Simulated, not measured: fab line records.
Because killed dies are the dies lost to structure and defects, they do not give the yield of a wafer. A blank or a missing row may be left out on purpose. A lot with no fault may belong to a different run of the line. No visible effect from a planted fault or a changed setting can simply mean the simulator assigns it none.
Problem report in the 8D (eight disciplines) form, filled by code || flow sky130 || the parts of the form that need people (team, actions taken, sign-off) are left out

## 1. WHAT IS WRONG
Mean SPACER_CVD_00_THK at SKY_SPACER_THK_MEAS_01: 34.7 nm over 9 wafers in 3 lots; fault-free wafers: 42.9 nm, standard deviation 0.44. That puts it -19 standard deviations away from the usual mean.
First seen on wafer L136.1, day 27 18:26, on filmMetro-01. At this step, 39 wafers from 13 lots have a number in the record. Rule for "out", or "out of limits": more than 4 standard deviations from the usual mean. The other wafers with a number count as sound.

## 2. WHAT IT IS; WHAT IT IS NOT
{"question": "which readings at this step", "is": "SPACER_CVD_00_THK", "is not": "-"}
{"question": "which lots", "is": "L136, L137, L138", "is not": "L122, L123, L124, L125, L126, L127, L128, L129, L130, L134"}
{"question": "which wafers of those lots", "is": "all that have a number", "is not": "-"}
{"question": "read on which gauges", "is": "filmMetro-01, filmMetro-04", "is not": "filmMetro-03"}
{"question": "when", "is": "from day 27 18:26", "is not": "up to then (30 sound wafers)"}

## 3. SUSPECTS, AND WHAT RULES EACH OUT
Counting: a tool stays on the suspect list if, at a process step up to the reading, it processed all lots that are out and no sound lot following the first of them.
- the gauge at SKY_SPACER_THK_MEAS_01: ruled out. 2 gauges (filmMetro-01, filmMetro-04) read the wafers that are out.
- lpcvd-02 at SKY_SPACER_CVD_00 (deposits Si3N4 from DCS/NH3, target thk 43.1 nm, time 740 s): kept. It ran every lot that is out, first L136 (day 27 17:14), and no sound lot after that; its last sound lot up to then is L134 (day 27 11:05). Out on those wafers are its own readings of pressureMtorr.
The count leaves lpcvd-02 at SKY_SPACER_CVD_00.

## 4. THE CAUSE (what the simulator had put in)
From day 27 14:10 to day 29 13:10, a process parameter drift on lpcvd-02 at SKY_SPACER_CVD_00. Setting pressureMtorr, moved by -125, from 250. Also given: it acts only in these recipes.
Only this tool survived the counting.

## 5. THE CHAIN OF EFFECTS, in route order
Rows list readings where the struck wafers' mean (over those with a number) sits beyond 3 standard deviations from the usual. Readings are gone through only where the record gives a usual standard deviation; hours: the median, over the lots, of the time from a lot's start at the first step in this table giving one to that lot's start at this step; sigmas: the change measured in usual standard deviations.
{"hours": 0, "step": "SKY_SPACER_CVD_00", "reading": "pressureMtorr", "usual": "250.0 mTorr", "on struck wafers": 124.9, "change": -125.1, "sigmas": "-99 or more"}
{"hours": 1, "step": "SKY_SPACER_THK_MEAS_01", "reading": "SPACER_CVD_00_THK", "usual": "42.9 nm", "on struck wafers": 34.7, "change": -8.2, "sigmas": -19}
{"hours": 1, "step": "SKY_SPACER_ETCHBACK_02", "reading": "oesProductAu", "usual": "0.852 a.u.", "on struck wafers": 0.760, "change": -0.092, "sigmas": -14}
Its process steps:
- SKY_SPACER_CVD_00: deposits Si3N4 from DCS/NH3, target thk 43.1 nm, time 740 s.
- SKY_SPACER_ETCHBACK_02: etches Si3N4 in CH3F/O2, stops on SiO2, time 46.7 s, target depth 45 nm.

## 6. HOW IT WOULD HAVE BEEN CAUGHT EARLIER
The first out-of-limits reading at a measuring or inspecting step in this record came at day 27 18:26, 4 hours after the fault's start at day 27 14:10.
At SKY_SPACER_CVD_00, the tool's own readings (pressureMtorr) were out on each struck wafer the step has a row for, so an alarm limit on them would have fired on the first such wafer.
Of the lots that are out (3), L137, L138 began SKY_SPACER_CVD_00 on lpcvd-02 after day 27 18:26. A hold on the tool at that time would have spared those 2.
